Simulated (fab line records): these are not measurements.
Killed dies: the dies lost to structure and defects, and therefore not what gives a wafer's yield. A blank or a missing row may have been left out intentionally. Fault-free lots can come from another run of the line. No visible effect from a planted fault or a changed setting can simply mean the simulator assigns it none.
A struck lot beside a sound one | flow sky130 | 16 out of 708 route steps
Sound: wafers L849.2, L849.4, L849.6. The struck wafers were L863.2, L863.6. Last of all comes the cause.
Order at every step that has rows: each side's tool, ch and its chambers, its first start. Under that, the readings that differ: sound wafers | struck wafers | difference of the means | sigmas: that difference in standard deviations of wafers without a fault.
alike: same words and numbers on both sides, and readings whose means sit less than 2 such deviations apart. not compared: any withheld reading, any reading some wafer has no value for, any bound like >300 that may hide the same value, and any number with overlapping values for which the record gives no deviation.
A row with sigmas, a row that says differs or no value, or rows on one side alone: a step with any of these is where the two part. Non-overlapping numbers with no deviation appear without sigmas and do not part them. A reading missing from all wafers of one side parts the sides only when that side holds two or more wafers.

SKY_CAP2M_THK_MEAS_01:
  sound on filmMetro-04 at day 41 16:52; struck on filmMetro-02 at day 45 10:29
  alike: CAP2M_CVD_00_THK
SKY_CAP2M_SPUTTER_02: material TiN, target thk 200 nm, time 166.7 s.
  sound on pvdSputter-02 at day 41 16:55; struck on pvdSputter-02 at day 45 10:32
  alike: chamberPressurePa, throttleValvePct
SKY_CAP2M_RS_MEAS_03: measurement is done with a four-point probe.
  sound on filmMetro-03 at day 41 17:02; struck on filmMetro-04 at day 45 10:40
  alike: CAP2M_TIN_RS
SKY_CAP2M_THK_MEAS_04: measures by xrf.
  sound on filmMetro-03 at day 41 17:09; struck on filmMetro-04 at day 45 10:46
  alike: CAP2M_TIN_THK
then, 7 steps without rows for these wafers: SKY_CAP2M_DEHYDRATE_05 (time 60 s); SKY_CAP2M_HMDS_06 (prime time 60 s); SKY_CAP2M_COAT_07 (resist thk 1140 nm); SKY_CAP2M_SOFTBAKE_08 (time 60 s); SKY_CAP2M_EXPOSE_09 (exposes mask CAP2M, target cd 1000 nm); SKY_CAP2M_PEB_10; SKY_CAP2M_DEVELOP_11 (develop time 60 s).
SKY_CAP2M_OVL_MEAS_12:
  sound on overlay-02 at day 42 16:32; struck on overlay-02 at day 46 07:11
  alike: CAP2M_OVL
SKY_CAP2M_METAL_ETCH_13: etches TiN in Cl2/BCl3, stops on SiO2, target depth 220 nm, time 62.9 s.
  sound on rieMetal-02 ch 0,1, day 42 16:34; struck on rieMetal-03 ch 0,1, day 46 07:13
reading                                   | sound                | struck        | difference | sigmas
oesProductAu (a.u.)                       | 0.938 0.935 0.934    | 0.752 0.742   | -0.189     | -25
throttleValvePct (%)                      | 21.897 21.898 21.914 | 22.022 22.024 | +0.120     | +12
model.CAP2M.featureDepthNm (nm)           | 199.6 197.1 199.3    | 130.7 129.6   | -68.5      | 
model.etch.depthNm (nm)                   | 199.6 197.1 199.3    | 130.7 129.6   | -68.5      | 
model.NOVOLAK_of_CAP2M_COAT_07.thkNm (nm) | 996.7 995.4 999.3    | 1055 1059     | +60        | 
  alike: chamberPressureMTorr, drypumpMotorCurrentA
  not compared: rfHoursCounterH
SKY_CAP2M_STRIP_14: strips in O2/N2.
  sound on plasmaAsher-02 ch 1, day 42 16:38; struck on plasmaAsher-03 ch 0,1, day 46 07:18
reading                  | sound             | struck      | difference | sigmas
stripTimeToEndpointS (s) | 12.71 12.69 12.72 | 13.28 13.31 | +0.59      | +16
  alike: chamberPressureMTorr, drypumpMotorCurrentA, n2FlowSccm, oesProductAu
  not compared: rfHoursCounterH
then, 1 step without rows for these wafers: SKY_CAP2M_STRIP_15 (strips in post etch residue remover, time 1200 s).
-- the record jumps here: 4 days lie between the struck wafers' starts before and after (it left off in module CAP2M and takes up again in module PAD_OPEN, whose first step shown is number 708 of the route) --
SKY_PAD_OPEN_PROBE_99:
  sound on prober-02 at day 47 11:56; struck on prober-02 at day 50 10:47
reading                  | sound          | struck                                          | difference                   | sigmas
hold                     | - - -          | awaitDispo/2.6h/release awaitDispo/2.6h/release | no value on the sound wafers | 
defectLimitedYield (%)   | 84.1 82.9 80.3 | 0 0                                             | -82                          | -41
killedAtOther            | 1 0 0          | 406 407                                         | +406                         | +99 or more
killedDies               | 78 84 97       | 492 492                                         | +406                         | +41
killedOnRim              | 14 14 23       | 96 96                                           | +79                          | +20
sort_bin_3_pad_short (%) | 0.6 1.4 1.0    | 83.3 83.7                                       | +82.5                        | +99 or more
sortNPass                | 414 408 395    | 0 0                                             | -406                         | -41
sortYieldPct (%)         | 84.1 82.9 80.3 | 0 0                                             | -82                          | -41
  alike: killed_at_M0_to_M3, killed_at_M4_up, killedAtContacts, killedAtFrontEnd, killedOpen, killedShort, sort_bin_5_function, sort_bin_6_memory

== WHERE THEY PART ==
Last at SKY_PAD_OPEN_PROBE_99 as far as this record goes, first at SKY_CAP2M_METAL_ETCH_13.

WHY: whatever the simulator had introduced
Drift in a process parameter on rieMetal-03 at SKY_CAP2M_METAL_ETCH_13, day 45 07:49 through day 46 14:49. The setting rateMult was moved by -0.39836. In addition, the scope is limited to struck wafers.
